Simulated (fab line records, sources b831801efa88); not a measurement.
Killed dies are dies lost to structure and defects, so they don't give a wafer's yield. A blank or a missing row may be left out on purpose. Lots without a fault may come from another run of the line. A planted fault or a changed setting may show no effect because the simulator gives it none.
Which tool did it? | flow gf180mcu | 13 lots, 39 wafers sampled, at 5 steps of a route of 602

WHAT THE GAUGES READ, wafer by wafer
GF_M3_RS_MEAS_05: measures by four-point-probe. Usual: M3_ALCU_RS 0.0697 ohm/sq, standard deviation 0.00077.
lot  | measured     | on            | M3_ALCU_RS (ohm/sq)                       | flag
L994 | day 20 20:18 | film_metro-02 | 0.0692 0.0699 0.0693                      |
L996 | day 21 10:14 | film_metro-02 | 0.0684 0.0682 0.0684                      |
L999 | day 22 08:29 | film_metro-02 | 0.0699 0.0694 0.0695                      |
L101 | day 22 19:57 | film_metro-04 | 0.0688 0.0688 0.0689                      |
L102 | day 23 10:30 | film_metro-04 | 0.0694 0.0698 0.0708                      |
L103 | day 23 16:05 | film_metro-02 | 0.0701 0.0706 0.0696                      |
L105 | day 24 11:35 | film_metro-02 | 0.0694 0.0712 0.0712                      |
L106 | day 24 18:07 | film_metro-02 | 0.0362 0.0361 0.0362 0.0362 0.0361 0.0362 | OFF
L107 | day 25 02:58 | film_metro-01 | 0.0693 0.0702 0.0697                      |
L110 | day 26 00:03 | film_metro-01 | 0.0362 0.0362 0.0361 0.0362 0.0361 0.0361 | OFF
L112 | day 26 18:34 | film_metro-01 | 0.0705 0.0701 0.0706                      |
L115 | day 27 17:46 | film_metro-01 | 0.0693 0.0691 0.0698                      |
L116 | day 27 19:25 | film_metro-04 | 0.0696 0.0704 0.0700                      |

WHICH TOOL RAN EACH LOT (tool, then ch and the chambers of the sampled wafers, then the start)
lot  | GF_V2_ETCH_17                                 | GF_V2_SPUTTER_21             | GF_M3_SPUTTER_00             | GF_M3_SPUTTER_02
L994 | rie_diel-01 ch 1,3, day 20 19:22 or earlier   | pvd_sputter-04, day 20 19:22 | pvd_sputter-01, day 20 20:04 | pvd_sputter-01, day 20 20:11
L996 | rie_diel-02 ch 0,2,3, day 21 09:20 or earlier | pvd_sputter-03, day 21 09:20 | pvd_sputter-01, day 21 10:01 | pvd_sputter-01, day 21 10:09
L999 | rie_diel-03 ch 0,2,3, day 22 07:32 or earlier | pvd_sputter-03, day 22 07:32 | pvd_sputter-01, day 22 08:13 | pvd_sputter-01, day 22 08:21
L101 | rie_diel-01 ch 0,2, day 22 19:01 or earlier   | pvd_sputter-02, day 22 19:01 | pvd_sputter-03, day 22 19:43 | pvd_sputter-03, day 22 19:50
L102 | rie_diel-03 ch 0,1,2, day 23 09:33 or earlier | pvd_sputter-04, day 23 09:33 | pvd_sputter-04, day 23 10:14 | pvd_sputter-04, day 23 10:22
L103 | rie_diel-03 ch 1,3, day 23 15:09 or earlier   | pvd_sputter-03, day 23 15:09 | pvd_sputter-01, day 23 15:52 | pvd_sputter-01, day 23 15:59
L105 | rie_diel-03 ch 1,2, day 24 10:41 or earlier   | pvd_sputter-02, day 24 10:41 | pvd_sputter-03, day 24 11:22 | pvd_sputter-03, day 24 11:30
L106 | rie_diel-03 ch 0,1,3, day 24 17:12 or earlier | pvd_sputter-03, day 24 17:12 | pvd_sputter-01, day 24 17:54 | pvd_sputter-01, day 24 18:02
L107 | rie_diel-01 ch 0,2,3, day 25 02:02 or earlier | pvd_sputter-03, day 25 02:02 | pvd_sputter-04, day 25 02:43 | pvd_sputter-04, day 25 02:51
L110 | rie_diel-02 ch 0,1,2, day 25 23:07 or earlier | pvd_sputter-03, day 25 23:07 | pvd_sputter-01, day 25 23:49 | pvd_sputter-01, day 25 23:56
L112 | rie_diel-01 ch 1,2,3, day 26 17:39 or earlier | pvd_sputter-04, day 26 17:39 | pvd_sputter-04, day 26 18:21 | pvd_sputter-04, day 26 18:29
L115 | rie_diel-02 ch 1,2, day 27 16:49 or earlier   | pvd_sputter-03, day 27 16:49 | pvd_sputter-04, day 27 17:30 | pvd_sputter-04, day 27 17:38
L116 | rie_diel-02 ch 0,2,3, day 27 18:29 or earlier | pvd_sputter-03, day 27 18:29 | pvd_sputter-04, day 27 19:10 | pvd_sputter-04, day 27 19:18
- GF_V2_ETCH_17: etches SiO2 in C4F8/O2/Ar, stops on TiN, target depth 630 nm.
- GF_V2_SPUTTER_21: material Ti, target thk 15 nm, time 80.02 s.
- GF_M3_SPUTTER_00: material Ti, target thk 37.5 nm, time 150 s.
- GF_M3_SPUTTER_02: material AlCu, target thk 450 nm, time 23.9 s.

WHAT THE TOOLS THEMSELVES READ (means of the sampled wafers that have a number; where no wafer has one, the mark that the record gives instead)
GF_V2_ETCH_17. Usual: oes_product_au 0.856 a.u., standard deviation 0.0046.
lot  | tool        | oes_product_au (a.u.) | flag
L994 | rie_diel-01 | 0.857                 |
L996 | rie_diel-02 | 0.859                 |
L999 | rie_diel-03 | 0.860                 |
L101 | rie_diel-01 | 0.855                 |
L102 | rie_diel-03 | 0.856                 |
L103 | rie_diel-03 | 0.857                 |
L105 | rie_diel-03 | 0.852                 |
L106 | rie_diel-03 | 0.858                 |
L107 | rie_diel-01 | 0.856                 |
L110 | rie_diel-02 | 0.856                 |
L112 | rie_diel-01 | 0.857                 |
L115 | rie_diel-02 | 0.853                 |
L116 | rie_diel-02 | 0.855                 |

GF_V2_SPUTTER_21. Usual: throttle_valve_pct 30.4 %, standard deviation 0.96.
lot  | tool           | throttle_valve_pct (%) | flag
L994 | pvd_sputter-04 | 31.4                   |
L996 | pvd_sputter-03 | 30.7                   |
L999 | pvd_sputter-03 | 29.4                   |
L101 | pvd_sputter-02 | 29.7                   |
L102 | pvd_sputter-04 | 31.3                   |
L103 | pvd_sputter-03 | 30.0                   |
L105 | pvd_sputter-02 | 29.6                   |
L106 | pvd_sputter-03 | 30.2                   |
L107 | pvd_sputter-03 | 31.1                   |
L110 | pvd_sputter-03 | 30.6                   |
L112 | pvd_sputter-04 | 30.9                   |
L115 | pvd_sputter-03 | 29.9                   |
L116 | pvd_sputter-03 | 30.1                   |

GF_M3_SPUTTER_00. Usual: throttle_valve_pct 31.0 %, standard deviation 0.99.
lot  | tool           | throttle_valve_pct (%) | flag
L994 | pvd_sputter-01 | 30.4                   |
L996 | pvd_sputter-01 | 32.3                   |
L999 | pvd_sputter-01 | 32.1                   |
L101 | pvd_sputter-03 | 29.9                   |
L102 | pvd_sputter-04 | 30.7                   |
L103 | pvd_sputter-01 | 31.7                   |
L105 | pvd_sputter-03 | 31.4                   |
L106 | pvd_sputter-01 | 30.9                   |
L107 | pvd_sputter-04 | 30.5                   |
L110 | pvd_sputter-01 | 32.4                   |
L112 | pvd_sputter-04 | 30.9                   |
L115 | pvd_sputter-04 | 31.1                   |
L116 | pvd_sputter-04 | 31.4                   |

GF_M3_SPUTTER_02. Usual: throttle_valve_pct 31.0 %, standard deviation 0.96.
lot  | tool           | throttle_valve_pct (%) | flag
L994 | pvd_sputter-01 | 30.3                   |
L996 | pvd_sputter-01 | 32.2                   |
L999 | pvd_sputter-01 | 32.4                   |
L101 | pvd_sputter-03 | 30.2                   |
L102 | pvd_sputter-04 | 30.8                   |
L103 | pvd_sputter-01 | 31.5                   |
L105 | pvd_sputter-03 | 31.4                   |
L106 | pvd_sputter-01 | 31.0                   |
L107 | pvd_sputter-04 | 30.5                   |
L110 | pvd_sputter-01 | 32.5                   |
L112 | pvd_sputter-04 | 30.9                   |
L115 | pvd_sputter-04 | 30.9                   |
L116 | pvd_sputter-04 | 31.5                   |

THE ANSWER, worked out from the rows above alone
Rule: a lot is off if the mean of its wafers that have a number lies more than 3 standard deviations from the usual mean. A lot without any number at a reading at which 4 lots or more have one is off too. The other lots that the step has rows for count as sound. The gauges are gone through in route order, then the tools' own readings, and for those a lot's mean is taken as printed above. The first step at which some lot is off is used, and at that step the reading that is off furthest; a lot without a number counts as furthest.
Off: L106, L110, at GF_M3_RS_MEAS_05 (M3_ALCU_RS).
A tool fits if, at a process step before that reading, it ran every lot that is off, and no sound lot after the first of them. The gauges at GF_M3_RS_MEAS_05 are tried like those tools. GF_V2_ETCH_17 gives no start for some lots, so the hours and the order of its lots are those of GF_V2_SPUTTER_21. One fits: pvd_sputter-01 at GF_M3_SPUTTER_00 and GF_M3_SPUTTER_02. At GF_M3_SPUTTER_00 its last sound lot is L103 (day 23 15:52), its first lot that is off L106 (day 24 17:54): a fault that began between those two fits.

WHAT THE SIMULATOR HAD PUT IN
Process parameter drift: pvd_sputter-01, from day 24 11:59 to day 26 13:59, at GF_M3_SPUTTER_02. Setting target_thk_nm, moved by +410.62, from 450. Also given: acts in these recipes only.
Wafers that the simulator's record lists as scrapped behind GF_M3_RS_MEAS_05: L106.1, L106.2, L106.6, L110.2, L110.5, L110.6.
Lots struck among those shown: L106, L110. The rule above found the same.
